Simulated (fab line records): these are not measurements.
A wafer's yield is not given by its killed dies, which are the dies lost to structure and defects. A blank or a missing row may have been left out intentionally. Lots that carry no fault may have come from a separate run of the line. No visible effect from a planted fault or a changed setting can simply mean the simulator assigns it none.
A lot that was struck, set against a sound lot	flow sfq line	41 out of 325 route steps
Sound: these wafers, L407.2, L407.3, L407.5. Struck: wafer L414.4 (left out: L414.2, L414.3 of the same lot, which were not struck); the cause appears at the end.
Order at every step that has rows: each side's tool, ch and its chambers, its first start. Under that, the readings that differ: sound wafers	struck wafers	difference of the means	sigmas: that difference in standard deviations of wafers without a fault.
alike: a reading whose means differ by less than 2 such deviations, as well as words and numbers matching on both sides. not compared: withheld readings; readings where some wafer has no value; bounds like >300 that might hide an equal value; numbers whose values overlap and for which the record gives no deviation.
A row with sigmas, a row that says differs or no value, or rows on one side alone: a step with any of these is where the two part. Non-overlapping numbers with no deviation appear without sigmas and do not part them. Lack of a reading on every wafer of one side parts them only where that side has two or more wafers.

first, 6 steps without rows for these wafers: SFQ_TRILAYER_I2_VIA_LITHO_COAT_072 (resist thk 62 nm); SFQ_TRILAYER_I2_VIA_LITHO_COAT_067 (resist thk 650 nm); SFQ_TRILAYER_I2_VIA_LITHO_SOFTBAKE_071; SFQ_TRILAYER_I2_VIA_LITHO_EXPOSE_068 (exposes mask I2, target cd 500 nm); SFQ_TRILAYER_I2_VIA_LITHO_PEB_070 (peb time 60 s); SFQ_TRILAYER_I2_VIA_LITHO_DEVELOP_069 (time 60 s).
SFQ_I2_OVL_MEAS_918:
  sound on overlay-01 at day 39 04:02; struck on overlay-01 at day 42 02:07
  alike: I2_OVL
SFQ_TRILAYER_I2_VIA_BARC_OPEN_VIA_ETCH_096: etches BARC in O2, target depth 125 nm, time 41.7 s.
  sound on rie diel-02 ch 1,2,3, day 39 04:04; struck on rie diel-03 ch 2, day 42 02:09
  alike: chamber pressure mTorr, drypump motor current A, oes product au
  not compared: rf hours counter h
then, 4 steps without rows for these wafers: SFQ_TRILAYER_I2_VIA_ETCH_VIA_ETCH_070 (etches SiO2 in CHF3, stops on Nb, target depth 260 nm); SFQ_TRILAYER_I2_VIA_STRIP_STRIP_071 (strips in O2); SFQ_TRILAYER_I2_VIA_STRIP_SOLV_CLEAN_072 (cleans in NMP, time 600 s); SFQ_TRILAYER_M3_DEP_PRE_CLEAN_074 (time 22.5 s).
SFQ_TRILAYER_M3_DEP_SPUTTER_073: material Nb, target thk 200 nm, time 133.3 s.
  sound on pvd sputter-05 at day 39 05:38; struck on pvd sputter-06 at day 42 03:06
reading	sound	struck	difference	sigmas
chamber pressure pa (Pa)	0.13341 0.13288 0.13335	0.13262	-0.00059	-2
throttle valve pct (%)	30.0 30.4 30.2	28.1	-2.1	-2
model.Nb_of_TRILAYER_M3_DEP_SPUTTER_073.thk nm (nm)	199.9 201.9 199.6	147.2	-53.3	
SFQ_M3_RS_MEAS_919: measurement is done with a four-point probe.
  sound on film metro-04 at day 39 05:44; struck on film metro-03 at day 42 03:30
reading	sound	struck	difference	sigmas
M3_NB_RS (ohm/sq)	0.889 0.882 0.892	1.214	+0.326	+33
  not compared: hold
then, 5 steps without rows for these wafers: SFQ_TRILAYER_M3_LITHO_COAT_075 (resist thk 600 nm); SFQ_TRILAYER_M3_LITHO_SOFTBAKE_079; SFQ_TRILAYER_M3_LITHO_EXPOSE_076 (exposes mask M3, target cd 500 nm); SFQ_TRILAYER_M3_LITHO_PEB_078 (peb time 60 s); SFQ_TRILAYER_M3_LITHO_DEVELOP_077 (time 60 s).
-- the record jumps here: 6 days lie between the struck wafers' starts before and after --
SFQ_M3_OVL_MEAS_921:
  sound on overlay-01 at day 45 04:48; struck on overlay-01 at day 48 10:53
  alike: M3_OVL
SFQ_TRILAYER_M3_BARC_OPEN_METAL_ETCH_100: etches BARC in O2, target depth 125 nm, time 41.7 s.
  sound on rie metal-01 ch 0, day 45 04:51; struck on rie metal-01 ch 1, day 48 10:55
  alike: chamber pressure mTorr, drypump motor current A, oes product au
  not compared: rf hours counter h
SFQ_TRILAYER_M3_ETCH_METAL_ETCH_078: etches Nb in Cl2/Ar, stops on SiO2, target depth 240 nm, time 120 s.
  sound on rie metal-01 ch 0, day 45 04:59; struck on rie metal-01 ch 1, day 48 10:58
reading	sound	struck	difference	sigmas
oes product au (a.u.)	0.894 0.894 0.891	0.756	-0.137	-20
  alike: chamber pressure mTorr, drypump motor current A
  not compared: rf hours counter h
then, 2 steps without rows for these wafers: SFQ_TRILAYER_M3_STRIP_STRIP_079 (strips in O2); SFQ_TRILAYER_M3_STRIP_SOLV_CLEAN_080 (cleans in NMP, time 600 s).
SFQ_TRILAYER_I3_DEP_PECVD_081: deposits SiO2 from SiH4/N2O, time 111.11 s, target thk 500 nm.
  sound on pecvd-02 ch 0,2, day 45 06:34; struck on pecvd-04 ch 2, day 48 11:54
  alike: heater power outer w, heater power w, throttle valve pct
then, 1 step without rows for these wafers: SFQ_TRILAYER_I3_CMP_CMP_082 (polishes SiO2).
SFQ_I3_BOW_MEAS_922:
  sound on film metro-04 at day 45 09:40; struck on film metro-04 at day 48 15:00
reading	sound	struck	difference	sigmas
I3_BOW (um)	9 -9 2	20	+19	+2
SFQ_TRILAYER_I3_METRO_MEASURE_083:
  sound on film metro-04 at day 45 09:58; struck on film metro-04 at day 48 15:18
  alike: thk nm
then, 6 steps without rows for these wafers: SFQ_TRILAYER_I3_VIA_LITHO_COAT_090 (resist thk 62 nm); SFQ_TRILAYER_I3_VIA_LITHO_COAT_085 (resist thk 650 nm); SFQ_TRILAYER_I3_VIA_LITHO_SOFTBAKE_089; SFQ_TRILAYER_I3_VIA_LITHO_EXPOSE_086 (exposes mask I3, target cd 500 nm); SFQ_TRILAYER_I3_VIA_LITHO_PEB_088 (peb time 60 s); SFQ_TRILAYER_I3_VIA_LITHO_DEVELOP_087 (time 60 s).
SFQ_I3_OVL_MEAS_923:
  sound on overlay-01 at day 45 13:14; struck on overlay-01 at day 48 19:38
  alike: I3_OVL
then, 2 steps without rows for these wafers: SFQ_TRILAYER_I3_VIA_BARC_OPEN_VIA_ETCH_121 (etches BARC in O2, target depth 125 nm, time 41.7 s); SFQ_TRILAYER_I3_VIA_ETCH_VIA_ETCH_088 (etches SiO2 in CHF3, stops on Nb, target depth 260 nm).
SFQ_TRILAYER_I3_VIA_STRIP_STRIP_089: strips in O2.
  sound on rie metal-04 ch 0,1, day 45 13:25; struck on rie metal-04 ch 0, day 48 19:49
  alike: chamber pressure mTorr, drypump motor current A, oes product au
  not compared: rf hours counter h
then, 2 steps without rows for these wafers: SFQ_TRILAYER_I3_VIA_STRIP_SOLV_CLEAN_090 (cleans in NMP, time 600 s); SFQ_TRILAYER_M4_DEP_PRE_CLEAN_092 (time 22.5 s).
-- the record jumps here: 37 days lie between the struck wafers' starts before and after --
SFQ_M8_BOW_MEAS_951:
  sound on film metro-04 at day 85 00:16; struck on film metro-03 at day 85 20:40
reading	sound	struck	difference	sigmas
model.etest.m3.ohm um	1.774 1.756 1.773	2.43	+0.66	
model.etest.i2.link ohm	1.974 1.98 1.969	2.335	+0.361	
model.etest.i3.link ohm	1.971 1.952 1.966	2.304	+0.341	
model.etest.m3.ohm sq	0.8904 0.8816 0.8917	1.209	+0.321	
  alike: M8_BOW

## WHERE THEY PART
Last at SFQ_I3_BOW_MEAS_922 as far as this record goes, first at SFQ_TRILAYER_M3_DEP_SPUTTER_073. Later steps at which nothing parts them and some readings are alike: SFQ_TRILAYER_I3_METRO_MEASURE_083, SFQ_I3_OVL_MEAS_923, SFQ_TRILAYER_I3_VIA_STRIP_STRIP_089, SFQ_M8_BOW_MEAS_951.

WHY: what had been put in by the simulator
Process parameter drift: pvd sputter-06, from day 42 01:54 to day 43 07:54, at SFQ_TRILAYER_M3_DEP_SPUTTER_073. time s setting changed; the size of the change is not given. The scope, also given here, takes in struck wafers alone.
